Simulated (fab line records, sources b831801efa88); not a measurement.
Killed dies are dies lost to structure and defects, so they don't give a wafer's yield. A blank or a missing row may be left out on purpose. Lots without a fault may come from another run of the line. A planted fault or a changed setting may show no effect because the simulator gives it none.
fab line records | flow gf180mcu
record lots=5 wafers=15 last_day=34
route steps=602 shown STI@26 DNWELL@32 NWELL@42 LVPWELL@54 MVSD@66
lots that met no fault: from a run of the same line without faults
start_h: hours from the record's first day to the start of the lot's first wafer shown | wait_h: hours since the lot's step before | " the same as in the row above | L1.1+2: a row that stands for several wafers | - no value, or no start given | * or withheld: withheld | < > ~ a bound
route shown NAME@n: a module of which the file shows steps, and the number in the route of the first | usual: mean/standard deviation of fault-free wafers | same: alike in all rows | chamber/n: place in a boat | sites: the reading at each site | _std_site: their standard deviation | _edge_site: outer sites' mean less inner sites' | radius_mm: how far each site lies from the wafer's centre | mask NAME#n: copy n | behind: the tool/chamber that last shaped the wafer | hold: why the lot was held/for how many hours/how that ended | device: the transistor (n, p or np) that didn't switch | end of line: the same wafers' tests at the end of the route | a step without rows: its recipe alone | killed: dies lost to structure and defects at the first sort, not the wafer's yield | map: a wafer's dies, x killed, . not, _ none there
set.NAME: the setting as run; set.NAME@STEP: as run at that earlier step | model.NAME: the simulator's own value behind a step, which no gauge read
lots at some steps of the route; a table a step, a row a wafer
services: from which hour (start_h, from the record's first day; less than 0 if before it) a tool's chamber was out of use, for how many hours, and why
## steps
# step GF_STI_CMP_25
# recipe stop_on=Si3N4 t_overpolish_s=33 down_force_psi=4 platen_rpm=60 target_thk_nm=524.6 pad_velocity_m_s=0.94248
# usual motor_current_A=12.4/0.96 overpolish_run_s=33.000/0.0088 retaining_ring_pressure_frac=1.000/0.005 time_to_endpoint_s=126/4.3
# columns lot.wafer tool chamber start_h wait_h motor_current_A overpolish_run_s retaining_ring_pressure_frac time_to_endpoint_s
L074.3 cmp-02 3 27.37 0.0 12.5 32.997 0.998 128
L074.1 " 1 " " 10.9 32.997 0.994 119
L074.5 " 3 " " 12.9 32.995 1.001 126
L080.1 cmp-02 2 58.79 0.1 10.9 32.996 1.002 121
L080.4 " 3 " " 12.7 33.005 0.997 124
L080.6 " 0 " " 13.9 32.995 0.997 121
L093.3 cmp-02 3 126.79 0.1 13.1 32.998 1.008 130
L093.2 " 1 " " 10.3 33.000 0.994 125
L093.6 " 3 " " 12.0 33.008 1.007 131
L096.1 cmp-01 3 142.88 0.1 12.7 32.994 1.001 134
L096.5 " 2 " " 11.7 32.997 1.002 131
L096.6 " 3 " " 13.4 32.999 0.997 132
L097.4 cmp-02 2 149.73 0.1 12.4 33.009 0.999 133
L097.1 " 0 " " 14.1 33.005 0.992 131
L097.5 " 2 " " 13.1 33.007 1.003 132
# step GF_STI_WET_ETCH_26
# recipe chemistry=dHF target_depth_nm=94 target=SiO2 temp_c=25 dilution=10:1 time_s=188
# usual bath_heat_duty_pct=6.3/0.55
# columns lot.wafer tool chamber start_h wait_h bath_heat_duty_pct
L074.1 wet_bench-02 2 27.67 0.1 6.5
L074.3 " 2 " " 6.0
L074.5 " 2 " " 6.1
L080.1 wet_bench-04 0 58.99 0.1 6.3
L080.4 " 0 " " 6.1
L080.6 " 0 " " 5.9
L093.2 wet_bench-04 0 127.04 0.1 6.6
L093.3 " 0 " " 6.5
L093.6 " 0 " " 7.2
L096.1 wet_bench-02 2 143.13 0.2 5.9
L096.5 " 2 " " 5.7
L096.6 " 2 " " 6.3
L097.1 wet_bench-02 1 150.03 0.1 5.2
L097.4 " 1 " " 5.7
L097.5 " 1 " " 5.3
# step GF_STI_WET_ETCH_27
# recipe chemistry=H3PO4 target_depth_nm=160 target=Si3N4 temp_c=160 time_s=1825
# usual bath_heat_duty_pct=27.3/2.1
# columns lot.wafer tool chamber start_h wait_h bath_heat_duty_pct
L074.1 wet_bench-04 0 27.73 0.0 24.5
L074.3 " 0 " " 23.1
L074.5 " 0 " " 27.7
L080.1 wet_bench-03 2 59.05 0.0 24.9
L080.4 " 2 " " 29.5
L080.6 " 2 " " 27.3
L093.2 wet_bench-03 0 127.10 0.0 25.8
L093.3 " 0 " " 25.3
L093.6 " 0 " " 26.7
L096.1 wet_bench-03 3 143.19 0.0 27.5
L096.5 " 3 " " 26.4
L096.6 " 3 " " 25.7
L097.1 wet_bench-03 0 150.10 0.0 28.0
L097.4 " 0 " " 27.6
L097.5 " 0 " " 26.9
# step GF_STI_WET_ETCH_28
# recipe chemistry=dHF target_depth_nm=20 dry=ipa_marangoni target=SiO2 temp_c=25 dilution=10:1 time_s=40
# usual bath_heat_duty_pct=6.5/0.69
# columns lot.wafer tool chamber start_h wait_h bath_heat_duty_pct
L074.1 wet_bench-02 1 28.24 0.0 5.9
L074.3 " 1 " " 5.7
L074.5 " 1 " " 6.6
L080.1 wet_bench-02 1 60.27 0.0 5.3
L080.4 " 1 " " 5.3
L080.6 " 1 " " 6.1
L093.2 wet_bench-02 1 127.66 0.0 5.4
L093.3 " 1 " " 6.2
L093.6 " 1 " " 5.6
L096.1 wet_bench-04 1 143.75 0.0 7.3
L096.5 " 1 " " 7.0
L096.6 " 1 " " 6.2
L097.1 wet_bench-04 2 151.22 0.0 6.9
L097.4 " 2 " " 6.1
L097.5 " 2 " " 7.0
# step GF_STI_OXIDATION_29
# recipe temp_c=900 ambient=O2 stabilise_s=600 purge_s=300 target_thk_a=100 ox_time_s=1418
# usual spike_tc_bottom_C=920.8/1.8
# same ox_time_s=1418 stabilise_s=600
# columns lot.wafer tool chamber start_h wait_h spike_tc_bottom_C
L074.1 furnace-02 0 28.26 0.0 921.9
L074.3 " 0 " " 923.9
L074.5 " 0 " " 922.4
L080.1 furnace-02 0 61.97 1.7 921.5
L080.4 " 0 " " 922.4
L080.6 " 0 " " 923.4
L093.2 furnace-01 0 129.60 1.9 917.8
L093.3 " 0 " " 918.7
L093.6 " 0 " " 919.0
L096.1 furnace-02 0 144.08 0.3 920.9
L096.5 " 0 " " 923.4
L096.6 " 0 " " 920.9
L097.1 furnace-02 0 152.87 1.6 920.7
L097.4 " 0 " " 920.4
L097.5 " 0 " " 923.0
# step GF_STI_THK_MEAS_30
# recipe reads=SiO2_of_STI_OXIDATION_29
# usual STI_OXIDATION_02_THK=10.09/0.22
# columns lot.wafer tool chamber start_h wait_h STI_OXIDATION_02_THK[nm]
L074.1 film_metro-03 - 29.65 0.0 9.87
L074.3 " - " " 9.82
L074.5 " - " " 9.83
L080.1 film_metro-03 - 63.37 0.0 10.14
L080.4 " - " " 9.95
L080.6 " - " " 10.01
L093.2 film_metro-03 - 131.00 0.0 9.81
L093.3 " - " " 10.00
L093.6 " - " " 9.94
L096.1 film_metro-01 - 145.47 0.0 9.95
L096.5 " - " " 9.93
L096.6 " - " " 10.02
L097.1 film_metro-03 - 154.26 0.0 10.10
L097.4 " - " " 10.13
L097.5 " - " " 9.97
# step GF_DNWELL_DEHYDRATE_00
# recipe temp_c=200 time_s=60
# columns lot.wafer tool chamber start_h wait_h
L074.1+3+5 litho_track-01 0 34.76 5.1
L080.1+4+6 litho_track-03 0 69.87 6.5
L093.2+3+6 litho_track-02 0 138.05 7.0
L096.1+5+6 litho_track-02 0 153.23 7.7
L097.1+4+5 litho_track-03 0 161.92 7.6
# step GF_DNWELL_HMDS_01
# recipe prime_time_s=60 prime_temp_c=120
# columns lot.wafer tool chamber start_h wait_h
L074.1+3+5 litho_track-01 0 34.91 0.1
L080.1+4+6 litho_track-03 0 70.02 0.1
L093.2+3+6 litho_track-02 0 138.20 0.1
L096.1+5+6 litho_track-02 0 153.38 0.1
L097.1+4+5 litho_track-03 0 162.07 0.1
# step GF_DNWELL_COAT_02
# recipe spin_rpm=2000 resist_thk_nm=3000
# columns lot.wafer tool chamber start_h wait_h
L074.1+3+5 litho_track-01 0 35.06 0.1
L080.1+4+6 litho_track-03 0 70.17 0.1
L093.2+3+6 litho_track-02 0 138.35 0.1
L096.1+5+6 litho_track-02 0 153.53 0.1
L097.1+4+5 litho_track-03 0 162.22 0.1
# step GF_DNWELL_SOFTBAKE_03
# recipe temp_c=110 time_s=withheld
# columns lot.wafer tool chamber start_h wait_h
L074.1+3+5 litho_track-01 0 35.21 0.1
L080.1+4+6 litho_track-03 0 70.32 0.1
L093.2+3+6 litho_track-02 0 138.51 0.1
L096.1+5+6 litho_track-02 0 153.68 0.1
L097.1+4+5 litho_track-03 0 162.37 0.1
# step GF_DNWELL_EXPOSE_04
# recipe mask_id=DNWELL target_cd_nm=1700 na=0.6 source_shape=conventional sigma_outer=0.6 dose_mj=260
# columns lot.wafer tool chamber start_h wait_h mask
L074.1+3+5 iline_stepper-02 0 - - DNWELL#0
L080.1+4+6 iline_stepper-01 0 - - DNWELL#0
L093.2+3+6 iline_stepper-01 0 - - DNWELL#0
L096.1+5+6 iline_stepper-02 0 - - DNWELL#0
L097.1+4+5 iline_stepper-02 0 - - DNWELL#0
# step GF_DNWELL_PEB_05
# recipe temp_c=115 time_s=withheld
# columns lot.wafer tool chamber start_h wait_h
L074.1+3+5 litho_track-02 0 - -
L080.1+4+6 litho_track-01 0 - -
L093.2+3+6 litho_track-03 0 - -
L096.1+5+6 litho_track-02 0 - -
L097.1+4+5 litho_track-01 0 - -
# step GF_DNWELL_DEVELOP_06
# recipe wall_angle_deg=90 develop_time_s=60 dev_temp_c=23
# columns lot.wafer tool chamber start_h wait_h
L074.1+3+5 litho_track-02 0 - -
L080.1+4+6 litho_track-01 0 - -
L093.2+3+6 litho_track-03 0 - -
L096.1+5+6 litho_track-02 0 - -
L097.1+4+5 litho_track-01 0 - -
# step GF_DNWELL_IMPLANT_07
# recipe species=P energy_kev=1500 dose_cm2=1e+13 tilt_deg=0
# columns lot.wafer tool chamber start_h wait_h
L074.1+3+5 implanter-01 0 41.73 -
L080.1+4+6 implanter-01 0 76.56 -
L093.2+3+6 implanter-01 0 146.39 -
L096.1+5+6 implanter-04 0 161.33 -
L097.1+4+5 implanter-01 0 170.56 -
# step GF_DNWELL_STRIP_08
# recipe chemistry=O2/N2 power_w=1400 pressure_mtorr=1500 platen_temp_c=250 o2_flow_sccm=3000 n2_flow_sccm=300 overash_fraction=0.5
# usual chamber_pressure_mTorr=1499.9/1.5 drypump_motor_current_A=5.5/0.35 heater_power_w=356/56 oes_product_au=0.722/0.0048 strip_time_to_endpoint_s=37.03/0.098
# columns lot.wafer tool chamber start_h wait_h chamber_pressure_mTorr drypump_motor_current_A heater_power_w oes_product_au rf_hours_counter_h strip_time_to_endpoint_s
L074.1 plasma_asher-03 0 41.88 0.1 1502.6 5.6 301 0.716 26 37.06
L074.3 " 0 " " 1501.4 5.6 319 0.728 - 37.06
L074.5 " 1 " " 1499.5 6.4 326 0.723 - 36.97
L080.1 plasma_asher-04 1 76.71 0.1 1500.0 5.1 450 0.721 43 37.00
L080.4 " 1 " " 1499.8 5.1 453 0.725 - 37.01
L080.6 " 1 " " 1498.4 5.1 458 0.727 - 37.04
L093.2 plasma_asher-04 0 146.52 0.1 1500.5 5.6 301 0.727 50 36.93
L093.3 " 1 " " 1500.0 5.1 465 0.730 - 37.02
L093.6 " 1 " " 1499.9 5.1 448 0.723 - 36.89
L096.1 plasma_asher-04 1 161.48 0.1 1504.1 5.1 464 0.727 51 37.08
L096.5 " 0 " " 1497.8 5.6 308 0.725 - 37.09
L096.6 " 1 " " 1499.5 5.1 452 0.728 - 37.03
L097.1 plasma_asher-04 0 170.71 0.1 1501.4 5.6 302 0.725 52 37.11
L097.4 " 0 " " 1499.1 5.6 308 0.726 - 37.04
L097.5 " 0 " " 1503.1 5.7 300 0.717 - 36.94
# step GF_DNWELL_TW_MEAS_09
# usual DNWELL_TW=1352/12
# columns lot.wafer tool chamber start_h wait_h DNWELL_TW
L074.1 film_metro-03 - 41.98 0.1 1358
L074.3 " - " " 1350
L074.5 " - " " 1356
L080.1 film_metro-03 - 76.81 0.1 1361
L080.4 " - " " 1363
L080.6 " - " " 1361
L093.2 film_metro-04 - 146.63 0.1 1366
L093.3 " - " " 1361
L093.6 " - " " 1368
L096.1 film_metro-03 - 161.58 0.1 1359
L096.5 " - " " 1357
L096.6 " - " " 1353
L097.1 film_metro-04 - 170.81 0.1 1353
L097.4 " - " " 1355
L097.5 " - " " 1359
# step GF_NWELL_DEHYDRATE_00
# recipe temp_c=200 time_s=60
# columns lot.wafer tool chamber start_h wait_h
L074.1+3+5 litho_track-04 0 47.22 5.2
L080.1+4+6 litho_track-04 0 83.57 6.8
L093.2+3+6 litho_track-02 0 154.25 7.6
L096.1+5+6 litho_track-03 0 169.62 8.0
L097.1+4+5 litho_track-03 0 178.01 7.2
# step GF_NWELL_HMDS_01
# recipe prime_time_s=60 prime_temp_c=120
# columns lot.wafer tool chamber start_h wait_h
L074.1+3+5 litho_track-04 0 47.37 0.1
L080.1+4+6 litho_track-04 0 83.72 0.1
L093.2+3+6 litho_track-02 0 154.40 0.1
L096.1+5+6 litho_track-03 0 169.77 0.1
L097.1+4+5 litho_track-03 0 178.16 0.1
# step GF_NWELL_COAT_02
# recipe spin_rpm=2000 resist_thk_nm=3000
# columns lot.wafer tool chamber start_h wait_h
L074.1+3+5 litho_track-04 0 47.52 0.1
L080.1+4+6 litho_track-04 0 83.87 0.1
L093.2+3+6 litho_track-02 0 154.55 0.1
L096.1+5+6 litho_track-03 0 169.92 0.1
L097.1+4+5 litho_track-03 0 178.31 0.1
# step GF_NWELL_SOFTBAKE_03
# recipe temp_c=110 time_s=withheld
# columns lot.wafer tool chamber start_h wait_h
L074.1+3+5 litho_track-04 0 47.67 0.1
L080.1+4+6 litho_track-04 0 84.02 0.1
L093.2+3+6 litho_track-02 0 154.71 0.1
L096.1+5+6 litho_track-03 0 170.07 0.1
L097.1+4+5 litho_track-03 0 178.46 0.1
# step GF_NWELL_EXPOSE_04
# recipe mask_id=Nwell target_cd_nm=860 na=0.6 source_shape=conventional sigma_outer=0.6 dose_mj=260
# columns lot.wafer tool chamber start_h wait_h mask
L074.1+3+5 iline_stepper-01 0 - - Nwell#0
L080.1+4+6 iline_stepper-02 0 - - Nwell#0
L093.2+3+6 iline_stepper-01 0 - - Nwell#0
L096.1+5+6 iline_stepper-02 0 - - Nwell#0
L097.1+4+5 iline_stepper-01 0 - - Nwell#0
# step GF_NWELL_PEB_05
# recipe temp_c=115 time_s=withheld
# columns lot.wafer tool chamber start_h wait_h
L074.1+3+5 litho_track-03 0 - -
L080.1+4+6 litho_track-03 0 - -
L093.2+3+6 litho_track-03 0 - -
L096.1+5+6 litho_track-04 0 - -
L097.1+4+5 litho_track-03 0 - -
# step GF_NWELL_DEVELOP_06
# recipe wall_angle_deg=90 develop_time_s=60 dev_temp_c=23
# columns lot.wafer tool chamber start_h wait_h
L074.1+3+5 litho_track-03 0 - -
L080.1+4+6 litho_track-03 0 - -
L093.2+3+6 litho_track-03 0 - -
L096.1+5+6 litho_track-04 0 - -
L097.1+4+5 litho_track-03 0 - -
# step GF_NWELL_OVL_MEAS_07
# usual NWELL_OVL=-1.4/1.2
# columns lot.wafer tool chamber start_h wait_h NWELL_OVL[nm]
L074.1 overlay-02 - 54.77 - -2.5
L074.3 " - " " -3.0
L074.5 " - " " -2.4
L080.1 overlay-02 - 90.87 - -0.5
L080.4 " - " " -1.3
L080.6 " - " " 0.0
L093.2 overlay-02 - 162.92 - -1.3
L093.3 " - " " -2.4
L093.6 " - " " -2.0
L096.1 overlay-01 - 178.27 - -3.3
L096.5 " - " " -1.5
L096.6 " - " " -2.7
L097.1 overlay-01 - 187.26 - -1.7
L097.4 " - " " -0.9
L097.5 " - " " -0.7
# step GF_NWELL_IMPLANT_08
# recipe species=P energy_kev=450 dose_cm2=1.5e+13 tilt_deg=0
# columns lot.wafer tool chamber start_h wait_h
L074.1+3+5 implanter-04 0 54.80 0.0
L080.1+4+6 implanter-01 0 90.90 0.0
L093.2+3+6 implanter-02 0 162.98 0.0
L096.1+5+6 implanter-02 0 178.30 0.0
L097.1+4+5 implanter-02 0 187.30 0.0
# step GF_NWELL_IMPLANT_09
# recipe species=P energy_kev=160 dose_cm2=4e+12 tilt_deg=0
# columns lot.wafer tool chamber start_h wait_h
L074.1+3+5 implanter-04 0 54.95 0.1
L080.1+4+6 implanter-01 0 91.05 0.1
L093.2+3+6 implanter-02 0 163.13 0.1
L096.1+5+6 implanter-02 0 178.45 0.1
L097.1+4+5 implanter-02 0 187.45 0.1
# step GF_NWELL_STRIP_10
# recipe chemistry=O2/N2 power_w=1400 pressure_mtorr=1500 platen_temp_c=250 o2_flow_sccm=3000 n2_flow_sccm=300 overash_fraction=0.5
# usual chamber_pressure_mTorr=1499.8/1.4 drypump_motor_current_A=5.5/0.37 heater_power_w=318/21 oes_product_au=0.722/0.0046 strip_time_to_endpoint_s=36.88/0.11
# columns lot.wafer tool chamber start_h wait_h chamber_pressure_mTorr drypump_motor_current_A heater_power_w oes_product_au rf_hours_counter_h strip_time_to_endpoint_s
L074.1 plasma_asher-02 0 55.10 0.1 1498.8 5.4 311 0.719 37 36.84
L074.3 " 1 " " 1500.0 5.2 277 0.722 - 36.88
L074.5 " 0 " " 1499.8 5.4 317 0.729 - 36.98
L080.1 plasma_asher-01 1 91.20 0.1 1498.1 5.3 337 0.721 42 36.91
L080.4 " 0 " " 1499.7 5.6 349 0.723 - 36.81
L080.6 " 0 " " 1498.5 5.6 342 0.720 - 36.85
L093.2 plasma_asher-03 1 163.25 0.1 1497.7 6.4 322 0.726 39 37.10
L093.3 " 0 " " 1498.8 5.7 314 0.724 - 36.98
L093.6 " 0 " " 1497.7 5.7 312 0.714 - 37.06
L096.1 plasma_asher-01 0 178.60 0.1 1499.0 5.6 342 0.726 52 36.77
L096.5 " 1 " " 1501.1 5.3 326 0.723 - 36.90
L096.6 " 0 " " 1498.6 5.7 348 0.720 - 36.92
L097.1 plasma_asher-02 1 187.60 0.1 1497.6 5.2 292 0.724 7 36.78
L097.4 " 1 " " 1498.2 5.2 294 0.715 - 36.79
L097.5 " 0 " " 1500.3 5.4 322 0.731 - 36.79
# step GF_NWELL_TW_MEAS_11
# usual NWELL_TW=1567/12
# columns lot.wafer tool chamber start_h wait_h NWELL_TW
L074.1 film_metro-02 - 55.20 0.1 1572
L074.3 " - " " 1572
L074.5 " - " " 1570
L080.1 film_metro-02 - 91.30 0.1 1559
L080.4 " - " " 1565
L080.6 " - " " 1559
L093.2 film_metro-01 - 163.36 0.1 1554
L093.3 " - " " 1549
L093.6 " - " " 1549
L096.1 film_metro-01 - 178.70 0.1 1549
L096.5 " - " " 1555
L096.6 " - " " 1554
L097.1 film_metro-01 - 187.70 0.1 1555
L097.4 " - " " 1556
L097.5 " - " " 1561
# step GF_LVPWELL_DEHYDRATE_00
# recipe temp_c=200 time_s=60
# columns lot.wafer tool chamber start_h wait_h
L074.1+3+5 litho_track-04 0 60.62 5.4
L080.1+4+6 litho_track-04 0 97.77 6.5
L093.2+3+6 litho_track-04 0 171.14 7.8
L096.1+5+6 litho_track-01 0 186.86 8.1
L097.1+4+5 litho_track-04 0 195.57 7.9
# step GF_LVPWELL_HMDS_01
# recipe prime_time_s=60 prime_temp_c=120
# columns lot.wafer tool chamber start_h wait_h
L074.1+3+5 litho_track-04 0 60.77 0.1
L080.1+4+6 litho_track-04 0 97.92 0.1
L093.2+3+6 litho_track-04 0 171.29 0.1
L096.1+5+6 litho_track-01 0 187.01 0.1
L097.1+4+5 litho_track-04 0 195.72 0.1
# step GF_LVPWELL_COAT_02
# recipe spin_rpm=2000 resist_thk_nm=3000
# columns lot.wafer tool chamber start_h wait_h
L074.1+3+5 litho_track-04 0 60.92 0.1
L080.1+4+6 litho_track-04 0 98.07 0.1
L093.2+3+6 litho_track-04 0 171.44 0.1
L096.1+5+6 litho_track-01 0 187.16 0.1
L097.1+4+5 litho_track-04 0 195.87 0.1
# step GF_LVPWELL_SOFTBAKE_03
# recipe temp_c=110 time_s=withheld
# columns lot.wafer tool chamber start_h wait_h
L074.1+3+5 litho_track-04 0 61.07 0.1
L080.1+4+6 litho_track-04 0 98.22 0.1
L093.2+3+6 litho_track-04 0 171.60 0.1
L096.1+5+6 litho_track-01 0 187.31 0.1
L097.1+4+5 litho_track-04 0 196.02 0.1
# step GF_LVPWELL_EXPOSE_04
# recipe mask_id=LVPWELL target_cd_nm=600 na=0.6 source_shape=conventional sigma_outer=0.6 dose_mj=260
# columns lot.wafer tool chamber start_h wait_h mask
L074.1+3+5 iline_stepper-01 0 - - LVPWELL#0
L080.1+4+6 iline_stepper-01 0 - - LVPWELL#0
L093.2+3+6 iline_stepper-02 0 - - LVPWELL#0
L096.1+5+6 iline_stepper-01 0 - - LVPWELL#0
L097.1+4+5 iline_stepper-01 0 - - LVPWELL#0
# step GF_LVPWELL_PEB_05
# recipe temp_c=115 time_s=withheld
# columns lot.wafer tool chamber start_h wait_h
L074.1+3+5 litho_track-02 0 - -
L080.1+4+6 litho_track-01 0 - -
L093.2+3+6 litho_track-04 0 - -
L096.1+5+6 litho_track-01 0 - -
L097.1+4+5 litho_track-04 0 - -
# step GF_LVPWELL_DEVELOP_06
# recipe wall_angle_deg=90 develop_time_s=60 dev_temp_c=23
# columns lot.wafer tool chamber start_h wait_h
L074.1+3+5 litho_track-02 0 - -
L080.1+4+6 litho_track-01 0 - -
L093.2+3+6 litho_track-04 0 - -
L096.1+5+6 litho_track-01 0 - -
L097.1+4+5 litho_track-04 0 - -
# step GF_LVPWELL_OVL_MEAS_07
# usual LVPWELL_OVL=0.6/1.8
# columns lot.wafer tool chamber start_h wait_h LVPWELL_OVL[nm]
L074.1 overlay-01 - 68.03 - -0.9
L074.3 " - " " -2.6
L074.5 " - " " -2.5
L080.1 overlay-01 - 105.41 - 3.3
L080.4 " - " " 3.6
L080.6 " - " " 2.9
L093.2 overlay-02 - 179.57 - 1.5
L093.3 " - " " 1.5
L093.6 " - " " 2.2
L096.1 overlay-01 - 195.66 - 2.3
L096.5 " - " " 1.5
L096.6 " - " " 0.1
L097.1 overlay-02 - 204.37 - 1.9
L097.4 " - " " 1.1
L097.5 " - " " 2.6
# step GF_LVPWELL_IMPLANT_08
# recipe species=B energy_kev=170 dose_cm2=1.5e+13 tilt_deg=0
# columns lot.wafer tool chamber start_h wait_h
L074.1+3+5 implanter-01 0 68.07 0.0
L080.1+4+6 implanter-02 0 105.44 0.0
L093.2+3+6 implanter-01 0 179.63 0.0
L096.1+5+6 implanter-01 0 195.69 0.0
L097.1+4+5 implanter-02 0 204.40 0.0
# step GF_LVPWELL_IMPLANT_09
# recipe species=B energy_kev=60 dose_cm2=5e+12 tilt_deg=0
# columns lot.wafer tool chamber start_h wait_h
L074.1+3+5 implanter-01 0 68.22 0.1
L080.1+4+6 implanter-02 0 105.59 0.1
L093.2+3+6 implanter-01 0 179.78 0.1
L096.1+5+6 implanter-01 0 195.84 0.1
L097.1+4+5 implanter-02 0 204.55 0.1
# step GF_LVPWELL_STRIP_10
# recipe chemistry=O2/N2 power_w=1400 pressure_mtorr=1500 platen_temp_c=250 o2_flow_sccm=3000 n2_flow_sccm=300 overash_fraction=0.5
# usual chamber_pressure_mTorr=1500.5/2.2 drypump_motor_current_A=5.6/0.43 heater_power_w=333/53 oes_product_au=0.723/0.0051 strip_time_to_endpoint_s=36.93/0.1
# columns lot.wafer tool chamber start_h wait_h chamber_pressure_mTorr drypump_motor_current_A heater_power_w oes_product_au rf_hours_counter_h strip_time_to_endpoint_s
L074.1 plasma_asher-02 0 68.37 0.1 1499.7 5.4 312 0.725 39 36.84
L074.3 " 1 " " 1500.6 5.2 280 0.726 - 36.91
L074.5 " 1 " " 1498.5 5.2 272 0.724 - 36.91
L080.1 plasma_asher-03 1 105.74 0.1 1502.2 6.3 322 0.726 33 36.86
L080.4 " 0 " " 1501.3 5.6 314 0.726 - 36.88
L080.6 " 1 " " 1496.6 6.3 326 0.725 - 36.81
L093.2 plasma_asher-04 1 179.90 0.1 1501.4 5.1 453 0.725 53 36.87
L093.3 " 1 " " 1499.3 5.1 462 0.717 - 36.77
L093.6 " 0 " " 1500.9 5.7 308 0.715 - 36.91
L096.1 plasma_asher-04 1 195.99 0.1 1499.7 5.1 462 0.724 55 36.86
L096.5 " 1 " " 1497.7 5.1 456 0.711 - 36.82
L096.6 " 0 " " 1499.3 5.7 314 0.731 - 37.05
L097.1 plasma_asher-02 1 204.70 0.1 1499.8 5.2 291 0.717 9 36.92
L097.4 " 0 " " 1500.4 5.4 330 0.720 - 36.80
L097.5 " 1 " " 1499.1 5.2 294 0.724 - 36.92
# step GF_LVPWELL_TW_MEAS_11
# usual LVPWELL_TW=558/4
# columns lot.wafer tool chamber start_h wait_h LVPWELL_TW
L074.1 film_metro-02 - 68.47 0.1 559
L074.3 " - " " 561
L074.5 " - " " 560
L080.1 film_metro-01 - 105.84 0.1 554
L080.4 " - " " 550
L080.6 " - " " 554
L093.2 film_metro-02 - 180.01 0.1 560
L093.3 " - " " 559
L093.6 " - " " 562
L096.1 film_metro-01 - 196.09 0.1 551
L096.5 " - " " 554
L096.6 " - " " 552
L097.1 film_metro-02 - 204.80 0.1 554
L097.4 " - " " 555
L097.5 " - " " 555
# step GF_MVSD_DEHYDRATE_00
# recipe temp_c=200 time_s=60
# columns lot.wafer tool chamber start_h wait_h
L074.1+3+5 litho_track-01 0 74.01 5.5
L080.1+4+6 litho_track-01 0 112.91 7.1
L093.2+3+6 litho_track-03 0 188.19 8.2
L096.1+5+6 litho_track-01 0 203.91 7.8
L097.1+4+5 litho_track-03 0 212.86 8.1
# step GF_MVSD_HMDS_01
# recipe prime_time_s=60 prime_temp_c=120
# columns lot.wafer tool chamber start_h wait_h
L074.1+3+5 litho_track-01 0 74.16 0.1
L080.1+4+6 litho_track-01 0 113.06 0.1
L093.2+3+6 litho_track-03 0 188.34 0.1
L096.1+5+6 litho_track-01 0 204.06 0.1
L097.1+4+5 litho_track-03 0 213.01 0.1
# step GF_MVSD_COAT_02
# recipe spin_rpm=2000 resist_thk_nm=3000
# columns lot.wafer tool chamber start_h wait_h
L074.1+3+5 litho_track-01 0 74.31 0.1
L080.1+4+6 litho_track-01 0 113.21 0.1
L093.2+3+6 litho_track-03 0 188.49 0.1
L096.1+5+6 litho_track-01 0 204.21 0.1
L097.1+4+5 litho_track-03 0 213.16 0.1
# step GF_MVSD_SOFTBAKE_03
# recipe temp_c=110 time_s=withheld
# columns lot.wafer tool chamber start_h wait_h
L074.1+3+5 litho_track-01 0 74.46 0.1
L080.1+4+6 litho_track-01 0 113.36 0.1
L093.2+3+6 litho_track-03 0 188.65 0.1
L096.1+5+6 litho_track-01 0 204.36 0.1
L097.1+4+5 litho_track-03 0 213.31 0.1
# step GF_MVSD_EXPOSE_04
# recipe mask_id=MVSD target_cd_nm=1000 na=0.6 source_shape=conventional sigma_outer=0.6 dose_mj=260
# columns lot.wafer tool chamber start_h wait_h mask
L074.1+3+5 iline_stepper-01 0 - - MVSD#0
L080.1+4+6 iline_stepper-02 0 - - MVSD#0
L093.2+3+6 iline_stepper-01 0 - - MVSD#0
L096.1+5+6 iline_stepper-01 0 - - MVSD#0
L097.1+4+5 iline_stepper-01 0 - - MVSD#0
# step GF_MVSD_PEB_05
# recipe temp_c=115 time_s=withheld
# columns lot.wafer tool chamber start_h wait_h
L074.1+3+5 litho_track-01 0 - -
L080.1+4+6 litho_track-03 0 - -
L093.2+3+6 litho_track-01 0 - -
L096.1+5+6 litho_track-03 0 - -
L097.1+4+5 litho_track-01 0 - -
# step GF_MVSD_DEVELOP_06
# recipe wall_angle_deg=90 develop_time_s=60 dev_temp_c=23
# columns lot.wafer tool chamber start_h wait_h
L074.1+3+5 litho_track-01 0 - -
L080.1+4+6 litho_track-03 0 - -
L093.2+3+6 litho_track-01 0 - -
L096.1+5+6 litho_track-03 0 - -
L097.1+4+5 litho_track-01 0 - -
# step GF_MVSD_OVL_MEAS_07
# usual MVSD_OVL=0.2/1.2
# columns lot.wafer tool chamber start_h wait_h MVSD_OVL[nm]
L074.1 overlay-02 - 81.96 - -0.4
L074.3 " - " " -1.6
L074.5 " - " " -0.7
L080.1 overlay-01 - 121.17 - -1.0
L080.4 " - " " 1.1
L080.6 " - " " 1.3
L093.2 overlay-02 - 196.66 - 0.8
L093.3 " - " " 2.4
L093.6 " - " " 2.2
L096.1 overlay-01 - 212.86 - 1.0
L096.5 " - " " 0.6
L096.6 " - " " 0.4
L097.1 overlay-02 - 222.40 - 0.1
L097.4 " - " " -1.2
L097.5 " - " " 0.6
# step GF_MVSD_IMPLANT_08
# recipe species=P energy_kev=400 dose_cm2=1.6e+13 tilt_deg=0
# columns lot.wafer tool chamber start_h wait_h
L074.1+3+5 implanter-04 0 81.99 0.0
L080.1+4+6 implanter-04 0 121.20 0.0
L093.2+3+6 implanter-04 0 196.72 0.0
L096.1+5+6 implanter-02 0 212.90 0.0
L097.1+4+5 implanter-04 0 222.44 0.0
# step GF_MVSD_IMPLANT_09
# recipe species=P energy_kev=100 dose_cm2=5e+12 tilt_deg=0
# columns lot.wafer tool chamber start_h wait_h
L074.1+3+5 implanter-04 0 82.14 0.1
L080.1+4+6 implanter-04 0 121.35 0.1
L093.2+3+6 implanter-04 0 196.87 0.1
L096.1+5+6 implanter-02 0 213.05 0.1
L097.1+4+5 implanter-04 0 222.59 0.1
## services
# columns tool chamber start_h hours kind
implanter-01 - 16.26 5.2 pm
iline_stepper-01 - 18.90 1.7 pm
implanter-02 - 19.79 1.2 repair
iline_stepper-02 - 21.65 4.4 pm
implanter-02 - 27.78 5.1 repair
implanter-01 - 27.79 2.2 repair
implanter-04 - 28.94 5.6 repair
implanter-02 - 35.64 4.5 pm
implanter-01 - 44.03 4.1 repair
iline_stepper-02 - 57.80 2.1 pm
iline_stepper-02 - 61.76 4.4 repair
iline_stepper-01 - 87.40 4.5 repair
implanter-01 - 93.54 13.8 pm
iline_stepper-01 - 103.25 14.4 repair
implanter-01 - 109.47 18.8 repair
iline_stepper-02 - 110.40 1.4 repair
iline_stepper-01 - 117.17 7.2 repair
implanter-02 - 135.56 3.5 pm
implanter-02 - 140.30 1.8 repair
implanter-01 - 160.57 6.9 repair
implanter-02 - 180.59 2.4 repair
implanter-01 - 186.92 4.6 repair
implanter-04 - 201.87 1.0 repair
implanter-04 - 206.36 15.9 pm
## key
fault none
